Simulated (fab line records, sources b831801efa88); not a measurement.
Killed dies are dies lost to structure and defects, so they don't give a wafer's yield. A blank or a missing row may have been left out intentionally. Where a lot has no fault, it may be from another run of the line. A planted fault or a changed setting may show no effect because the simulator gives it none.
fab line records -- flow sky130
[record] lots = 5, wafers = 12, last_day = 50
route steps=708 shown VIA2@527 METAL3@532 CAPM@537 PAD_OPEN@708
lots that met no fault: taken from a fault-free run of the same line
start_h: hours from the record's opening day to when the first of the lot's shown wafers began -- wait_h: hours elapsed since this lot's preceding step -- " repeats the value in the row above -- L1.1+2: a row that stands for several wafers -- - value missing, or start not given -- * or withheld: withheld -- < > ~ a bound
route shown NAME@n: NAME is a module with steps in the file, n the number in the route of the first one -- usual: the fault-free wafers' mean and standard deviation -- same: alike in all rows -- chamber/n: place in a boat -- sites: each site's reading -- _std_site: the values' standard deviation -- _edge_site: the outer-site mean with the inner-site mean subtracted -- radius_mm: how far each site lies from the wafer's centre -- mask NAME#n: copy n -- behind: the last tool/chamber to shape the wafer -- hold: why the lot was held/for how many hours/how that ended -- device: names the non-switching transistor (n, p or np) -- end of line: tests of these same wafers at the route's end -- where a step has no rows: the recipe by itself -- killed: at the first sort, the dies lost to defects and structure; wafer yield is something else -- map: dies across one wafer; x = killed, . = not, _ = none there
set.NAME: the setting the step ran with; set.NAME@STEP: the setting that earlier step ran with -- model.NAME: the simulator's own value behind a step, which no gauge read
certain route steps with their lots: each step a table, each wafer a row
services: a tool's chamber out of use, with start hour (start_h, from the record's first day; less than 0 if before it), hours out, and reason
[[steps]]
[step SKY_VIA2_SPUTTER_20]
[recipe] material = TiN, target_thk_nm = 20, chamber_pressure_pa = 5, power_w = 4000, time_s = 80
[step SKY_VIA2_CVD_21]
[recipe] material = W, target_thk_nm = 420, time_s = 126.4, temp_c = 400, pressure_torr = 40
[step SKY_VIA2_CMP_24]
[recipe] stop_on = SiO2, t_overpolish_s = 20, down_force_psi = 3.5, platen_rpm = 60, target_thk_nm = 0, pad_velocity_m_s = 0.94248
[step SKY_METAL3_SPUTTER_00]
[recipe] material = Ti, target_thk_nm = 15, power_w = 3000, time_s = 10, chamber_pressure_pa = 0.4
[step SKY_METAL3_SPUTTER_01]
[recipe] material = TiN, target_thk_nm = 20, power_w = 6500, time_s = 16.7, chamber_pressure_pa = 0.4
[step SKY_METAL3_SPUTTER_02]
[recipe] material = AlCu, target_thk_nm = 735, power_w = 10600, time_s = 39.1, chamber_pressure_pa = 0.4
[step SKY_METAL3_SPUTTER_03]
[recipe] material = Ti, target_thk_nm = 5, power_w = 3000, time_s = 3.3, chamber_pressure_pa = 0.4
[step SKY_METAL3_SPUTTER_04]
[recipe] material = TiN, target_thk_nm = 70, power_w = 6500, time_s = 58.3, chamber_pressure_pa = 0.4
[step SKY_CAPM_CVD_00]
[recipe] material = SiO2, target_thk_nm = 15.5, temp_c = 400, time_s = withheld, rf_w = 450
[step SKY_CAPM_SPUTTER_02]
[recipe] material = TiN, target_thk_nm = 200, temp_c = 300, power_w = 6500, time_s = 166.7, chamber_pressure_pa = 0.4
[usual] cathode_dc_power_W = 6500.0/1, throttle_valve_pct = 29.9/0.99
lot.wafer,tool,chamber,start_h,wait_h,cathode_dc_power_W,throttle_valve_pct,model.TiN_of_CAPM_SPUTTER_02.thk_nm
L221.1,pvd_sputter-03,-,871.27,0.1,6501.5,30.5,199.1
L221.2,pvd_sputter-03,-,871.27,0.1,6499.4,30.7,201.6
L221.6,pvd_sputter-03,-,871.27,0.1,6500.6,30.1,200
L237.1,pvd_sputter-03,-,976.88,0.1,6499.7,28.4,199.1
L237.5,pvd_sputter-03,-,976.88,0.1,6498.9,29.9,134.6
L238.2,pvd_sputter-03,-,981.05,0.0,6501.6,30.6,132.5
L238.5,pvd_sputter-03,-,981.05,0.0,6500.8,30.7,132.5
L239.2,pvd_sputter-03,-,991.79,0.0,6498.9,30.0,131.4
L239.5,pvd_sputter-03,-,991.79,0.0,6501.5,28.5,132.5
L242.1,pvd_sputter-04,-,1011.90,0.1,6499.8,29.9,197.1
L242.3,pvd_sputter-04,-,1011.90,0.1,6499.3,28.8,198.6
L242.6,pvd_sputter-04,-,1011.90,0.1,6502.1,29.7,196.4
[step SKY_CAPM_RS_MEAS_03]
[recipe] thk_meas_gauge = four-point-probe, reads = TiN_of_CAPM_SPUTTER_02
[usual] CAPM_TIN_RS = 6.93/0.075
lot.wafer,tool,chamber,start_h,wait_h,CAPM_TIN_RS[ohm/sq]
L221.1,film_metro-04,-,871.38,0.1,6.96
L221.2,film_metro-04,-,871.38,0.1,6.88
L221.6,film_metro-04,-,871.38,0.1,6.92
L237.1,film_metro-04,-,976.99,0.1,6.95
L237.5,film_metro-04,-,976.99,0.1,10.42
L238.2,film_metro-04,-,981.18,0.1,10.57
L238.5,film_metro-04,-,981.18,0.1,10.57
L239.2,film_metro-02,-,991.92,0.1,10.64
L239.5,film_metro-02,-,991.92,0.1,10.53
L242.1,film_metro-04,-,1012.01,0.1,7.02
L242.3,film_metro-04,-,1012.01,0.1,6.97
L242.6,film_metro-04,-,1012.01,0.1,7.05
[step SKY_CAPM_THK_MEAS_04]
[recipe] thk_meas_gauge = xrf, reads = TiN_of_CAPM_SPUTTER_02
[usual] CAPM_TIN_THK = 199.1/2.4
lot.wafer,tool,chamber,start_h,wait_h,CAPM_TIN_THK[nm]
L221.1,film_metro-04,-,871.50,0.1,198.5
L221.2,film_metro-04,-,871.50,0.1,200.8
L221.6,film_metro-04,-,871.50,0.1,198.8
L237.1,film_metro-04,-,977.11,0.1,197.8
L237.5,film_metro-04,-,977.11,0.1,134.4
L238.2,film_metro-04,-,981.29,0.1,131.4
L238.5,film_metro-04,-,981.29,0.1,131.5
L239.2,film_metro-02,-,992.03,0.1,131.1
L239.5,film_metro-02,-,992.03,0.1,132.3
L242.1,film_metro-04,-,1012.13,0.1,196.0
L242.3,film_metro-04,-,1012.13,0.1,197.2
L242.6,film_metro-04,-,1012.13,0.1,194.6
[step SKY_CAPM_DEHYDRATE_05]
[recipe] temp_c = 200, time_s = 60
[step SKY_CAPM_HMDS_06]
[recipe] prime_time_s = 60, prime_temp_c = 120
[step SKY_CAPM_COAT_07]
[recipe] resist = NOVOLAK, spin_rpm = 3000, resist_thk_nm = 1140
[step SKY_CAPM_SOFTBAKE_08]
[recipe] temp_c = 90, time_s = 60, resist = NOVOLAK
[step SKY_CAPM_EXPOSE_09]
[recipe] mask_id = CAPM, na = 0.6, source_shape = conventional, sigma_outer = 0.6, polarization = unpolarized, target_cd_nm = 1000, dose_mj = 159
[step SKY_CAPM_PEB_10]
[recipe] temp_c = withheld, time_s = *, resist = NOVOLAK
[step SKY_CAPM_DEVELOP_11]
[recipe] resist = NOVOLAK, developer = TMAH, develop_time_s = 60, dev_temp_c = 23
[step SKY_CAPM_METAL_ETCH_13]
[recipe] target_depth_nm = 220, stop_on = SiO2, chemistry = Cl2/BCl3, target = TiN, pressure_mtorr = 10, icp_w = 900, bias_w = 48.5, Cl2_flow_sccm = 60, bcl3_flow_sccm = 30, time_s = 62.9
[usual] bias_w = 48.48/0.14, drypump_motor_current_A = 5.6/0.36, oes_product_au = 0.939/0.0077, throttle_valve_pct = 21.903/0.0088
lot.wafer,tool,chamber,start_h,wait_h,bias_w,drypump_motor_current_A,oes_product_au,rf_hours_counter_h,throttle_valve_pct
L221.1,rie_metal-03,1,897.06,0.0,48.21,6.1,0.939,16,21.902
L221.2,rie_metal-03,0,897.06,0.0,48.42,5.0,0.942,2,21.903
L221.6,rie_metal-03,0,897.06,0.0,48.39,5.0,0.941,-,21.898
L237.1,rie_metal-04,0,1000.23,0.0,48.75,5.7,0.935,6,21.908
L237.5,rie_metal-04,0,1000.23,0.0,48.72,5.7,0.763,-,22.024
L238.2,rie_metal-02,1,1003.88,0.0,48.49,5.8,0.754,10,22.042
L238.5,rie_metal-02,0,1003.88,0.0,48.52,5.5,0.752,-,22.026
L239.2,rie_metal-03,0,1014.71,0.0,48.50,5.0,0.753,8,22.023
L239.5,rie_metal-03,0,1014.71,0.0,48.33,5.0,0.755,-,22.032
L242.1,rie_metal-03,0,1034.28,0.0,48.54,5.0,0.928,10,21.914
L242.3,rie_metal-03,1,1034.28,0.0,48.40,6.2,0.930,-,21.907
L242.6,rie_metal-03,1,1034.28,0.0,48.41,6.2,0.932,-,21.922
[step SKY_CAPM_STRIP_14]
[recipe] chemistry = O2/N2, power_w = 1400, pressure_mtorr = 1500, platen_temp_c = withheld, o2_flow_sccm = 3000, n2_flow_sccm = 300, overash_fraction = 0.5
[step SKY_CAPM_STRIP_15]
[recipe] chemistry = post_etch_residue_remover, time_s = 1200, temp_c = 72.5
[step SKY_CAPM_CLEAN_16]
[recipe] chemistry = IPA, time_s = 180, temp_c = 25
[step SKY_CAPM_CLEAN_17]
[recipe] chemistry = O3/DIW, dry = n2_spin
[step SKY_METAL3_DEHYDRATE_05]
[recipe] temp_c = 200, time_s = 60
[step SKY_METAL3_HMDS_06]
[recipe] prime_time_s = 60, prime_temp_c = 120
[step SKY_METAL3_COAT_07]
[recipe] resist = BARC, temp_c = withheld, time_s = withheld, spin_rpm = 3000, resist_thk_nm = 60
[step SKY_METAL3_COAT_08]
[recipe] resist = KrF-thick, spin_rpm = 3000, resist_thk_nm = 1140
[step SKY_METAL3_SOFTBAKE_09]
[recipe] temp_c = 100, time_s = 90, resist = KrF-thick
[step SKY_METAL3_EXPOSE_10]
[recipe] mask_id = MM3, na = 0.68, source_shape = annular, sigma_inner = 0.4, sigma_outer = 0.8, target_cd_nm = 300, dose_mj = 28
[step SKY_METAL3_PEB_11]
[recipe] peb_temp_c = withheld, peb_time_s = withheld, resist = KrF-thick
[step SKY_METAL3_DEVELOP_12]
[recipe] develop_time_s = 60, resist = KrF-thick, dev_temp_c = 21
[step SKY_METAL3_DESCUM_15]
[recipe] chemistry = O2, source_power_w = 150, bias_power_w = 0, pressure_mtorr = 10, temp_c = 40, time_s = 8
[step SKY_METAL3_ETCH_16]
[recipe] chemistry = N2/H2, target = BARC, ion_energy_ev = 200, bias_w = 100, pressure_mtorr = 30, n2_flow_sccm = 100, h2_flow_sccm = 200, icp_w = 500, stop_on = SiO2, time_s = 88.2, target_depth_a = 600
[step SKY_METAL3_ETCH_17]
[recipe] target = SiO2, stop_on = TiN, chemistry = C4F8/O2/Ar, source_w = 1500, bias_w = 1200, pressure_mtorr = 40, c4f8_flow_sccm = withheld, O2_flow_sccm = 6, Ar_flow_sccm = 300, time_s = 3.9, target_depth_a = 150
[step SKY_METAL3_METAL_ETCH_18]
[recipe] target_depth_a = 8450, stop_on = SiO2, over_etch_frac = 0.3, time_s = 183.1, chemistry = Cl2/BCl3, resist_sidewall_deg = 88, pressure_mtorr = 10, icp_w = 900, bias_w = 48.5, Cl2_flow_sccm = 60, bcl3_flow_sccm = 30
[step SKY_METAL3_STRIP_20]
[recipe] chemistry = post_etch_residue_remover, time_s = 1200, temp_c = 72.5
lot.wafer,tool,chamber,start_h,wait_h,model.TiN_of_CAPM_SPUTTER_02.thk_nm
L221.1,wet_bench-02,0,922.92,0.1,198.3
L221.2,wet_bench-02,0,922.92,0.1,200.8
L221.6,wet_bench-02,0,922.92,0.1,199.2
L237.1,wet_bench-03,1,1024.92,0.1,198.3
L237.5,wet_bench-03,1,1024.92,0.1,133.7
L238.2+5,wet_bench-02,2,1027.88,0.1,131.6
L239.2,wet_bench-03,1,1038.18,0.1,130.6
L239.5,wet_bench-03,1,1038.18,0.1,131.7
L242.1,wet_bench-01,0,1057.85,0.1,196.2
L242.3,wet_bench-01,0,1057.85,0.1,197.8
L242.6,wet_bench-01,0,1057.85,0.1,195.6
[step SKY_PAD_OPEN_PROBE_99]
[usual] defect_limited_yield = 81.9/2, killed_at_M0_to_M3 = 43/6.5, killed_at_M4_up = 3.2/1.8, killed_at_contacts = 26/5.2, killed_at_front_end = 16/4.8, killed_at_other = 0.3/0.6, killed_dies = 89/9.6, killed_on_rim = 17/3.7, killed_open = 48/7.1, killed_short = 40/6.4, sort_bin_3_pad_short = 0.9/0.37, sort_bin_5_function = 10.7/1.4, sort_bin_6_memory = 6.5/1.2, sort_n_pass = 403/9.6, sort_yield_pct = 81.9/2
[same] gross_dies = 492, killed_at_back_side = 0, sort_bin_4_leakage[%] = 0, sort_bin_8_speed[%] = 0
lot.wafer,tool,chamber,start_h,wait_h,defect_limited_yield[%],killed_at_M0_to_M3,killed_at_M4_up,killed_at_contacts,killed_at_front_end,killed_at_other,killed_dies,killed_on_rim,killed_open,killed_short,sort_bin_3_pad_short[%],sort_bin_5_function[%],sort_bin_6_memory[%],sort_n_pass,sort_yield_pct[%]
L238.2,prober-02,-,1177.21,0.1,82.1,39,5,30,14,0,88,20,44,43,0.4,10.6,6.9,404,82.1
L238.5,prober-02,-,1177.36,0.2,77.4,52,4,32,23,0,111,21,62,48,1.2,12.2,9.1,381,77.4
L239.5,prober-01,-,1183.16,0.2,80.5,45,5,29,17,0,96,14,52,44,0.6,11.8,7.1,396,80.5
// killed by level:class
L238.2 VIA1:geometric_particle:open=13 CONTACT:geometric_particle:open=8 VIA3:geometric_particle:short=7 LOCAL_INTERCONNECT:geometric_particle:short=6 LI_CONTACT:geometric_particle:short=5 CONTACT:geometric_particle:short=5 METAL1:geometric_particle:short=5 VIA2:geometric_particle:open=4
L238.5 CONTACT:geometric_particle:open=11 LI_CONTACT:geometric_particle:open=10 VIA2:geometric_particle:open=10 VIA1:geometric_particle:open=9 VIA3:geometric_particle:open=7 FIELD_ISO:geometric_particle:short=6 POLY_GATE:geometric_particle:open=6 METAL1:geometric_particle:short=6
L239.5 LI_CONTACT:geometric_particle:open=9 METAL1:geometric_particle:short=9 VIA3:geometric_particle:open=8 CONTACT:geometric_particle:open=7 VIA1:geometric_particle:open=7 FIELD_ISO:geometric_particle:open=6 LOCAL_INTERCONNECT:geometric_particle:short=5 FIELD_ISO:geometric_particle:short=4
[[services]]
tool,chamber,start_h,hours,kind
rie_metal-04,0,850.38,-,clean
rie_metal-04,0,850.38,22.2,scheduled_down
rie_metal-04,0,850.38,22.2,vent_cycle
pvd_sputter-04,-,857.11,7.0,repair
rie_metal-04,-,861.35,2.0,repair
pvd_sputter-03,-,880.05,2.3,repair
pvd_sputter-03,-,904.78,3.0,repair
rie_metal-04,-,917.03,1.4,pm
wet_bench-01,-,919.69,4.4,pm
wet_bench-03,-,935.19,1.9,pm
pvd_sputter-04,-,938.77,1.9,repair
pvd_sputter-03,-,944.10,1.9,repair
pvd_sputter-03,-,946.71,4.6,repair
wet_bench-02,-,975.08,2.5,repair
rie_metal-04,1,994.35,-,clean
rie_metal-04,1,994.35,27.3,scheduled_down
rie_metal-04,-,998.82,0.6,repair
wet_bench-01,-,1016.44,1.9,pm
pvd_sputter-04,-,1019.20,2.7,repair
wet_bench-03,-,1020.26,2.3,repair
rie_metal-04,-,1053.88,0.9,repair
rie_metal-03,1,1057.75,-,clean
rie_metal-03,1,1057.75,20.1,scheduled_down
rie_metal-03,1,1057.75,20.1,vent_cycle
[[key]]
[first_sign] step = SKY_CAPM_RS_MEAS_03, reading = CAPM_TIN_RS, direction = up, sigmas = 48, usual = 6.93, struck = 10.55
[effect] step = SKY_CAPM_THK_MEAS_04, reading = CAPM_TIN_THK, direction = down, sigmas = 28, usual = 199.1, struck = 132.1
[effect] step = SKY_CAPM_METAL_ETCH_13, reading = oes_product_au, direction = down, sigmas = 24, usual = 0.939, struck = 0.756
[model_effect] step = SKY_CAPM_SPUTTER_02, value = TiN_of_CAPM_SPUTTER_02.thk_nm, without = 198.2, struck = 132.7
[model_effect] step = SKY_METAL3_STRIP_20, value = TiN_of_CAPM_SPUTTER_02.thk_nm, without = 197.3, struck = 131.8
met_at SKY_CAPM_SPUTTER_02
struck_wafers L237.5,L238.2,L238.5,L239.2,L239.5
onset_between 871.27 976.88
[fault] kind = process_parameter_drift, tool = pvd_sputter-03, chamber = -, onset_h = 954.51, steps = SKY_CAPM_SPUTTER_02, channel = target_thk_nm, offset = -65.49, shape = step, end_h = 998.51, scope = struck_wafers_only, acts_in = these_recipes_only, stated = 200
